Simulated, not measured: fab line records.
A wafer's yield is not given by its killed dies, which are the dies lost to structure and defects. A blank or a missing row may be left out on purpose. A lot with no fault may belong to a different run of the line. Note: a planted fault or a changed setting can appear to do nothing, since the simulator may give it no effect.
fab line records	flow sky130
record: lots: 13	wafers: 39	last_day: 50
route steps=708 shown FIELD_ISO@3 VT_ADJUST_NCORE@130 VT_ADJUST_HVTR@140
lots that met no fault: from a run of the same line without faults
start_h: start of the lot's first displayed wafer, in hours after the record's first day	wait_h: hours from the lot's prior step to this one	" unchanged from the row above	L1.1+2: one row covering several wafers at once	- no value, or no start was given	* or withheld: withheld	< > ~ a bound
route shown NAME@n: names a module that has steps shown in the file, with the first one's number in the route	usual: mean/standard deviation taken from wafers without a fault	same: alike in all rows	chamber/n: place in a boat	sites: readings site by site	_std_site: the standard deviation of these	_edge_site: mean of outer sites minus mean of inner sites	radius_mm: for every site, how far away it sits from the centre of the wafer	mask NAME#n: copy n	behind: the most recent tool/chamber to have shaped the wafer	hold: the reason the lot was held/the length of the hold in hours/how it ended	device: names the non-switching transistor (n, p or np)	end of line: tests of these same wafers at the route's end	a step given without rows: its recipe and nothing more	killed: dies that structure and defects cost at the first sort, which is not the same as the wafer's yield	map: dies across one wafer; x = killed, . = not, _ = none there
set.NAME: the setting the step ran with; set.NAME@STEP: the setting that earlier step ran with	model.NAME: the simulator's own value behind a step, which no gauge read
a sample of lots followed through the steps of the route, with each step as a table and each wafer as a row
services: the hour from which a tool's chamber was out of use, counted from the record's first day as start_h (under 0 if before that day), plus the number of hours and why
== steps ==
step: SKY_FIELD_ISO_THK_MEAS_02
recipe: reads: SiO2_of_FIELD_ISO_OXIDATION_01
usual: FIELD_ISO_OXIDATION_00_THK: 11.99/0.25
lot.wafer	tool	chamber	start_h	wait_h	FIELD_ISO_OXIDATION_00_THK[nm]
L601.1	film_metro-03	-	11.63	0.0	12.19
L601.4	"	-	"	"	12.33
L601.6	"	-	"	"	12.37
L603.4	film_metro-03	-	22.24	0.0	12.01
L603.5	"	-	"	"	11.96
L603.6	"	-	"	"	12.12
L604.1	film_metro-03	-	28.00	0.0	11.95
L604.2	"	-	"	"	11.86
L604.4	"	-	"	"	12.03
L606.2	film_metro-02	-	37.68	0.0	12.19
L606.5	"	-	"	"	12.08
L606.6	"	-	"	"	12.08
L607.1	film_metro-04	-	42.46	0.0	12.21
L607.2	"	-	"	"	12.41
L607.4	"	-	"	"	12.42
L608.1	film_metro-03	-	46.63	0.0	12.11
L608.2	"	-	"	"	12.14
L608.6	"	-	"	"	12.02
L609.1	film_metro-03	-	51.78	0.0	11.78
L609.4	"	-	"	"	11.51
L609.6	"	-	"	"	11.83
L610.2	film_metro-02	-	57.27	0.0	11.74
L610.4	"	-	"	"	11.46
L610.6	"	-	"	"	11.73
L614.1	film_metro-03	-	76.68	0.0	11.83
L614.2	"	-	"	"	11.89
L614.3	"	-	"	"	11.76
L615.1	film_metro-04	-	82.21	0.0	11.97
L615.3	"	-	"	"	11.87
L615.6	"	-	"	"	12.14
L619.1	film_metro-03	-	101.63	0.0	11.82
L619.2	"	-	"	"	12.08
L619.3	"	-	"	"	12.11
L620.1	film_metro-02	-	106.63	0.0	11.97
L620.3	"	-	"	"	11.77
L620.6	"	-	"	"	12.08
L624.4	film_metro-02	-	128.69	0.0	11.37
L624.5	"	-	"	"	11.76
L624.6	"	-	"	"	11.75
step: SKY_FIELD_ISO_CD_MEAS_13
recipe: target_cd_nm: 150
usual: cd_nm: 150.6/1.4
lot.wafer	tool	chamber	start_h	wait_h	cd_nm
L601.1	cd_sem-02	-	28.85	-	150.9
L601.4	"	-	"	"	149.5
L601.6	"	-	"	"	150.7
L603.4	cd_sem-02	-	39.17	-	149.0
L603.5	"	-	"	"	149.8
L603.6	"	-	"	"	150.2
L604.1	cd_sem-01	-	44.59	-	149.6
L604.2	"	-	"	"	148.8
L604.4	"	-	"	"	148.3
L606.2	cd_sem-02	-	55.26	-	151.8
L606.5	"	-	"	"	149.8
L606.6	"	-	"	"	151.3
L607.1	cd_sem-02	-	60.40	-	150.6
L607.2	"	-	"	"	151.3
L607.4	"	-	"	"	150.1
L608.1	cd_sem-02	-	63.16	-	150.6
L608.2	"	-	"	"	150.8
L608.6	"	-	"	"	151.5
L609.1	cd_sem-02	-	69.04	-	148.0
L609.4	"	-	"	"	147.7
L609.6	"	-	"	"	149.0
L610.2	cd_sem-01	-	74.66	-	151.4
L610.4	"	-	"	"	150.1
L610.6	"	-	"	"	150.6
L615.1	cd_sem-01	-	122.05	-	149.1
L615.3	"	-	"	"	147.7
L615.6	"	-	"	"	149.4
L614.1	cd_sem-02	-	122.21	-	151.0
L614.2	"	-	"	"	150.8
L614.3	"	-	"	"	150.5
L619.1	cd_sem-01	-	125.50	-	150.1
L619.2	"	-	"	"	150.2
L619.3	"	-	"	"	152.7
L620.1	cd_sem-02	-	128.55	-	148.7
L620.3	"	-	"	"	149.8
L620.6	"	-	"	"	149.5
L624.4	cd_sem-01	-	149.31	-	152.4
L624.5	"	-	"	"	151.0
L624.6	"	-	"	"	151.3
step: SKY_VT_ADJUST_NCORE_TW_MEAS_11
usual: VT_ADJUST_NCORE_TW: 220.3/3
lot.wafer	tool	chamber	start_h	wait_h	VT_ADJUST_NCORE_TW
L601.1	film_metro-04	-	178.16	0.1	224.1
L601.4	"	-	"	"	225.7
L601.6	"	-	"	"	224.7
L603.4	film_metro-03	-	186.92	0.1	217.0
L603.5	"	-	"	"	215.6
L603.6	"	-	"	"	218.9
L604.1	film_metro-02	-	195.80	0.1	220.0
L604.2	"	-	"	"	219.9
L604.4	"	-	"	"	220.7
L606.2	film_metro-03	-	213.83	0.1	215.7
L606.5	"	-	"	"	216.2
L606.6	"	-	"	"	217.8
L607.1	film_metro-04	-	219.96	0.1	224.4
L607.2	"	-	"	"	223.8
L607.4	"	-	"	"	224.5
L608.1	film_metro-04	-	220.80	0.1	224.9
L608.2	"	-	"	"	224.3
L608.6	"	-	"	"	222.5
L609.1	film_metro-02	-	228.31	0.1	220.7
L609.4	"	-	"	"	219.8
L609.6	"	-	"	"	220.9
L610.2	film_metro-02	-	239.17	0.1	219.7
L610.4	"	-	"	"	220.0
L610.6	"	-	"	"	220.4
L614.1	film_metro-02	-	307.41	0.1	218.8
L614.2	"	-	"	"	218.5
L614.3	"	-	"	"	217.0
L615.1	film_metro-02	-	310.65	0.1	218.5
L615.3	"	-	"	"	219.9
L615.6	"	-	"	"	218.1
L619.1	film_metro-04	-	317.11	0.1	223.6
L619.2	"	-	"	"	224.4
L619.3	"	-	"	"	224.5
L620.1	film_metro-03	-	320.51	0.1	215.4
L620.3	"	-	"	"	215.5
L620.6	"	-	"	"	216.4
L624.4	film_metro-04	-	346.93	0.1	224.7
L624.5	"	-	"	"	224.4
L624.6	"	-	"	"	225.0
step: SKY_VT_ADJUST_HVTR_IMPLANT_09
recipe: species: B	energy_kev: 10	dose_cm2: 2.1e+12	tilt_deg: withheld
usual: beam_energy_keV: 10.000/0.0032	dose_ions_cm2: 2.1001e+12/2.2e+09	end_station_pressure_torr: 5.01e-06/3e-07	faraday_current_uA: 11.86/0.23
lot.wafer	tool	chamber	start_h	wait_h	beam_energy_keV	dose_ions_cm2	end_station_pressure_torr	faraday_current_uA
L601.1	implanter-03	0	199.15	0.0	9.998	2.102e+12	5.09e-06	11.99
L601.4	"	0	"	"	10.002	2.0993e+12	5.31e-06	11.61
L601.6	"	0	"	"	10.001	2.1016e+12	5.16e-06	11.65
L603.4	implanter-04	0	207.89	0.1	10.002	2.0961e+12	5.73e-06	12.30
L603.5	"	0	"	"	10.000	2.0978e+12	4.67e-06	12.19
L603.6	"	0	"	"	9.999	2.0975e+12	4.91e-06	11.54
L604.1	implanter-03	0	217.54	0.0	10.002	2.1e+12	4.69e-06	11.99
L604.2	"	0	"	"	10.000	2.1025e+12	4.81e-06	11.69
L604.4	"	0	"	"	10.003	2.1008e+12	5.38e-06	11.95
L606.2	implanter-02	0	235.82	0.0	9.995	2.0986e+12	4.45e-06	11.63
L606.5	"	0	"	"	10.002	2.0989e+12	5.16e-06	11.74
L606.6	"	0	"	"	10.000	2.0975e+12	5e-06	11.81
L607.1	implanter-03	0	242.65	0.0	9.996	2.1012e+12	5.64e-06	12.05
L607.2	"	0	"	"	10.002	2.1005e+12	5.36e-06	12.12
L607.4	"	0	"	"	9.999	2.1019e+12	4.95e-06	11.93
L608.1	implanter-03	0	243.19	0.0	9.993	2.1022e+12	4.9e-06	12.15
L608.2	"	0	"	"	9.997	2.1009e+12	5.32e-06	12.07
L608.6	"	0	"	"	10.004	2.0976e+12	5e-06	11.48
L609.1	implanter-03	0	251.10	0.0	10.002	2.0995e+12	5.13e-06	11.97
L609.4	"	0	"	"	10.004	2.0986e+12	4.76e-06	12.16
L609.6	"	0	"	"	9.999	2.0985e+12	4.93e-06	11.88
L610.2	implanter-02	0	262.82	0.0	9.998	2.1012e+12	5.08e-06	11.62
L610.4	"	0	"	"	9.998	2.0998e+12	5.26e-06	11.91
L610.6	"	0	"	"	9.999	2.0969e+12	4.83e-06	11.80
L614.1	implanter-03	0	332.89	0.0	9.999	1.6774e+12	4.86e-06	9.25
L614.2	"	0	"	"	9.999	1.6733e+12	4.56e-06	9.42
L614.3	"	0	"	"	9.999	1.6751e+12	4.86e-06	9.31
L615.1	implanter-03	0	335.85	0.0	10.003	1.6753e+12	4.81e-06	9.58
L615.3	"	0	"	"	10.005	1.6738e+12	5.23e-06	9.29
L615.6	"	0	"	"	9.998	1.6737e+12	4.74e-06	9.48
L619.1	implanter-04	0	343.21	0.0	9.996	2.0995e+12	5.15e-06	11.91
L619.2	"	0	"	"	9.993	2.0991e+12	5.01e-06	11.76
L619.3	"	0	"	"	9.993	2.0971e+12	5.1e-06	11.54
L620.1	implanter-04	0	347.61	0.0	9.996	2.0978e+12	4.31e-06	11.71
L620.3	"	0	"	"	10.004	2.1001e+12	5.45e-06	11.78
L620.6	"	0	"	"	10.001	2.0987e+12	5.07e-06	12.02
L624.4	implanter-02	0	374.89	0.1	10.003	2.1068e+12	4.93e-06	11.54
L624.5	"	0	"	"	9.997	2.103e+12	4.84e-06	11.71
L624.6	"	0	"	"	10.001	2.1024e+12	5.08e-06	11.65
step: SKY_VT_ADJUST_HVTR_TW_MEAS_11
usual: VT_ADJUST_HVTR_TW: 213.1/2.4
lot.wafer	tool	chamber	start_h	wait_h	VT_ADJUST_HVTR_TW
L601.1	film_metro-04	-	199.40	0.1	216.1
L601.4	"	-	"	"	216.1
L601.6	"	-	"	"	214.7
L603.4	film_metro-04	-	208.09	0.1	215.5
L603.5	"	-	"	"	214.9
L603.6	"	-	"	"	215.7
L604.1	film_metro-04	-	217.79	0.1	215.5
L604.2	"	-	"	"	214.9
L604.4	"	-	"	"	216.3
L606.2	film_metro-01	-	236.05	0.1	212.2
L606.5	"	-	"	"	212.8
L606.6	"	-	"	"	211.7
L607.1	film_metro-01	-	242.90	0.1	210.0
L607.2	"	-	"	"	212.0
L607.4	"	-	"	"	210.7
L608.1	film_metro-01	-	243.44	0.1	212.2
L608.2	"	-	"	"	213.8
L608.6	"	-	"	"	211.6
L609.1	film_metro-02	-	251.35	0.1	210.0
L609.4	"	-	"	"	209.7
L609.6	"	-	"	"	210.7
L610.2	film_metro-01	-	263.05	0.1	211.7
L610.4	"	-	"	"	211.5
L610.6	"	-	"	"	211.5
L614.1	film_metro-02	-	333.14	0.1	198.1
L614.2	"	-	"	"	198.3
L614.3	"	-	"	"	197.7
L615.1	film_metro-02	-	336.10	0.1	196.3
L615.3	"	-	"	"	197.2
L615.6	"	-	"	"	196.6
L619.1	film_metro-01	-	343.46	0.1	212.5
L619.2	"	-	"	"	213.9
L619.3	"	-	"	"	212.6
L620.1	film_metro-04	-	347.86	0.1	216.5
L620.3	"	-	"	"	216.6
L620.6	"	-	"	"	216.1
L624.4	film_metro-02	-	375.09	0.1	210.3
L624.5	"	-	"	"	210.2
L624.6	"	-	"	"	209.6
== services ==
tool	chamber	start_h	hours	kind
implanter-04	-	230.71	1.2	repair
implanter-02	-	247.87	2.1	repair
implanter-03	-	248.58	2.5	repair
implanter-02	-	287.30	4.7	repair
implanter-03	-	298.86	13.6	pm
implanter-04	-	373.78	18.8	pm
== key ==
first_sign: step: SKY_VT_ADJUST_HVTR_IMPLANT_09	reading: dose_ions_cm2	direction: down	sigmas: 99+	usual: *	struck: *
effect: step: SKY_VT_ADJUST_HVTR_IMPLANT_09	reading: faraday_current_uA	direction: down	sigmas: 11	usual: 11.86	struck: 9.39
effect: step: SKY_VT_ADJUST_HVTR_TW_MEAS_11	reading: VT_ADJUST_HVTR_TW	direction: down	sigmas: 6.7	usual: 213.1	struck: 197.4
met_at SKY_VT_ADJUST_HVTR_IMPLANT_09
struck_lots L614,L615
tester_left_out L614,L615
not_acting_at SKY_FIELD_ISO_THK_MEAS_02,SKY_FIELD_ISO_CD_MEAS_13,SKY_VT_ADJUST_NCORE_TW_MEAS_11
onset_between 251.10 332.89
fault: kind: process_parameter_drift	tool: implanter-03	chamber: -	onset_h: 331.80	steps: SKY_VT_ADJUST_HVTR_IMPLANT_09	channel: dose_cm2	offset: *	shape: step	end_h: 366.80	acts_in: *	stated: *
tester_left_out: of these lots the tester's yield and bins aren't shown, on N5 and GAA mostly nor the transistor test; their killed dies are dies lost to structure and defects alone, not to doping, threshold or leakage, so they don't give the yield
